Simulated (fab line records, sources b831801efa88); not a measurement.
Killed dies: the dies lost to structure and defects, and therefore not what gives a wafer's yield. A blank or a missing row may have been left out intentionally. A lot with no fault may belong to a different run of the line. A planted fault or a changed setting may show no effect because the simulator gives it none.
A struck lot beside a sound one ; flow sfq_line ; 37 out of 325 route steps
Sound: the wafers L854.3, L854.4, L854.6. Wafers L855.1, L855.3, L855.5 were the ones struck. Last of all comes the cause.
Each step with rows lists, per side, the tool, then ch with its chambers, then its first start. Under that, the readings that differ: sound wafers ; struck wafers ; difference of the means ; sigmas: that difference in standard deviations of wafers without a fault.
alike: words and numbers the same on both sides, and readings whose means are apart by under 2 such deviations; not compared: readings that were withheld, readings missing a value for some wafer, numbers with overlapping values and no deviation given by the record, and bounds like >300 which may hide the same value.
A row with sigmas, a row that says differs or no value, or rows on one side alone: a step with any of these is where the two part. Non-overlapping numbers with no deviation appear without sigmas and do not part them. Lack of a reading on every wafer of one side parts them only where that side has two or more wafers.

SFQ_R5_THK_MEAS_934: measures by xrf.
  sound on film_metro-03 at day 59 10:22; struck on film_metro-04 at day 60 00:04
  alike: R5_MONX_THK
then, 6 steps without rows for these wafers: SFQ_TRILAYER_R5_LITHO_COAT_141 (resist thk 62 nm); SFQ_TRILAYER_R5_LITHO_COAT_136 (resist thk 600 nm); SFQ_TRILAYER_R5_LITHO_SOFTBAKE_140; SFQ_TRILAYER_R5_LITHO_EXPOSE_137 (exposes mask R5, target cd 500 nm); SFQ_TRILAYER_R5_LITHO_PEB_139 (peb time 60 s); SFQ_TRILAYER_R5_LITHO_DEVELOP_138 (time 60 s).
-- the record jumps here: 6 days lie between the struck wafers' starts before and after --
SFQ_R5_OVL_MEAS_935:
  sound on overlay-01 at day 65 04:18; struck on overlay-02 at day 65 13:53
  alike: R5_OVL
then, 1 step without rows for these wafers: SFQ_TRILAYER_R5_BARC_OPEN_METAL_ETCH_177 (etches BARC in O2, target depth 125 nm, time 41.7 s).
SFQ_TRILAYER_R5_ETCH_METAL_ETCH_139: etches the open film in Cl2, stops on SiO2, target depth 60 nm, time 40 s.
  sound on rie_metal-03 ch 0,1, day 65 04:25; struck on rie_metal-04 ch 0,1, day 65 13:59
  alike: bias_w, drypump_motor_current_A, oes_product_au
  not compared: rf_hours_counter_h
SFQ_TRILAYER_R5_STRIP_STRIP_140: strips in O2.
  sound on rie_metal-03 ch 0,1, day 65 04:39; struck on rie_metal-04 ch 0,1, day 65 14:03
  alike: drypump_motor_current_A, oes_product_au
  not compared: rf_hours_counter_h
then, 1 step without rows for these wafers: SFQ_TRILAYER_R5_STRIP_SOLV_CLEAN_141 (cleans in NMP, time 600 s).
SFQ_TRILAYER_A5C_DEP_PECVD_142: deposits SiO2 from SiH4/N2O, time 15.556 s, target thk 70 nm.
  sound on pecvd-04 ch 0,1,2, day 65 05:13; struck on pecvd-04 ch 0,2, day 65 15:01
  alike: heater_power_outer_w, heater_power_w, throttle_valve_pct
then, 6 steps without rows for these wafers: SFQ_TRILAYER_I5_LITHO_COAT_149 (resist thk 62 nm); SFQ_TRILAYER_I5_LITHO_COAT_144 (resist thk 650 nm); SFQ_TRILAYER_I5_LITHO_SOFTBAKE_148; SFQ_TRILAYER_I5_LITHO_EXPOSE_145 (exposes mask I5, target cd 700 nm); SFQ_TRILAYER_I5_LITHO_PEB_147 (peb time 60 s); SFQ_TRILAYER_I5_LITHO_DEVELOP_146 (time 60 s).
-- the record jumps here: 5 days lie between the struck wafers' starts before and after --
SFQ_I5_OVL_MEAS_936:
  sound on overlay-01 at day 70 14:20; struck on overlay-01 at day 70 23:56
  alike: I5_OVL
SFQ_TRILAYER_I5_BARC_OPEN_VIA_ETCH_200: etches BARC in O2, target depth 125 nm, time 41.7 s.
  sound on rie_diel-03 ch 0,1,2, day 70 14:22; struck on rie_diel-04 ch 1,2, day 70 23:58
reading;sound;struck;difference;sigmas
bias_w (W);80.36 80.41 80.74;79.80 80.13 79.99;-0.53;-2
  alike: drypump_motor_current_A, oes_product_au
  not compared: rf_hours_counter_h
then, 1 step without rows for these wafers: SFQ_TRILAYER_I5_ETCH_VIA_ETCH_147 (etches the open film in CHF3, stops on Nb, target depth 360 nm).
SFQ_TRILAYER_I5_STRIP_STRIP_148: strips in O2.
  sound on rie_metal-02 ch 1, day 70 14:57; struck on rie_metal-03 ch 0,1, day 71 00:09
  alike: drypump_motor_current_A, oes_product_au
  not compared: rf_hours_counter_h
then, 7 steps without rows for these wafers: SFQ_TRILAYER_I5_STRIP_SOLV_CLEAN_149 (cleans in NMP, time 600 s); SFQ_TRILAYER_C5_LITHO_COAT_156 (resist thk 62 nm); SFQ_TRILAYER_C5_LITHO_COAT_151 (resist thk 650 nm); SFQ_TRILAYER_C5_LITHO_SOFTBAKE_155; SFQ_TRILAYER_C5_LITHO_EXPOSE_152 (exposes mask C5, target cd 500 nm); SFQ_TRILAYER_C5_LITHO_PEB_154 (peb time 60 s); SFQ_TRILAYER_C5_LITHO_DEVELOP_153 (time 60 s).
-- the record jumps here: 5 days lie between the struck wafers' starts before and after --
SFQ_C5_OVL_MEAS_937:
  sound on overlay-02 at day 75 14:28; struck on overlay-01 at day 75 20:27
  alike: C5_OVL
then, 1 step without rows for these wafers: SFQ_TRILAYER_C5_BARC_OPEN_VIA_ETCH_210 (etches BARC in O2, target depth 125 nm, time 41.7 s).
SFQ_TRILAYER_C5_ETCH_VIA_ETCH_154: etches SiO2 in CHF3, stops on Nb, target depth 84 nm.
  sound on rie_diel-02 ch 0,3, day 75 14:32; struck on rie_diel-01 ch 0,3, day 75 20:32
reading;sound;struck;difference;sigmas
oes_product_au (a.u.);0.898 0.911 0.889;0.990 0.995 1.001;+0.096;+12
model.etch.depth_nm (nm);70.26 71.72 69.91;82.76 83.43 83.78;+12.69;
model.C5.feature_depth_nm (nm);70.26 71.72 69.91;82.76 83.43 83.78;+12.69;
  alike: bias_w, drypump_motor_current_A
SFQ_TRILAYER_C5_STRIP_STRIP_155: strips in O2.
  sound on rie_metal-01 ch 0,1, day 75 14:46; struck on rie_metal-04 ch 0,1, day 75 20:34
  alike: drypump_motor_current_A, oes_product_au
  not compared: rf_hours_counter_h
then, 1 step without rows for these wafers: SFQ_TRILAYER_C5_STRIP_SOLV_CLEAN_156 (cleans in NMP, time 600 s).
SFQ_TRILAYER_M6_DEP_PRE_CLEAN_158: time 22.5 s.
  sound on pvd_sputter-04 at day 75 15:22; struck on pvd_sputter-03 at day 75 21:21
reading;sound;struck;difference;sigmas
model.SiO2_of_TRILAYER_A5C_DEP_PECVD_142.thk_nm (nm);62.76 64.22 62.41;131.5 132.9 134.6;+69.9;
then, 1 step without rows for these wafers: SFQ_TRILAYER_M6_DEP_SPUTTER_157 (material Nb, target thk 200 nm, time 133.3 s).

## WHERE THEY PART
At SFQ_TRILAYER_I5_BARC_OPEN_VIA_ETCH_200 first; at SFQ_TRILAYER_C5_ETCH_VIA_ETCH_154 last (within this record only). Later steps at which nothing parts them and some readings are alike: SFQ_TRILAYER_C5_STRIP_STRIP_155.

WHY: what the simulator had put in
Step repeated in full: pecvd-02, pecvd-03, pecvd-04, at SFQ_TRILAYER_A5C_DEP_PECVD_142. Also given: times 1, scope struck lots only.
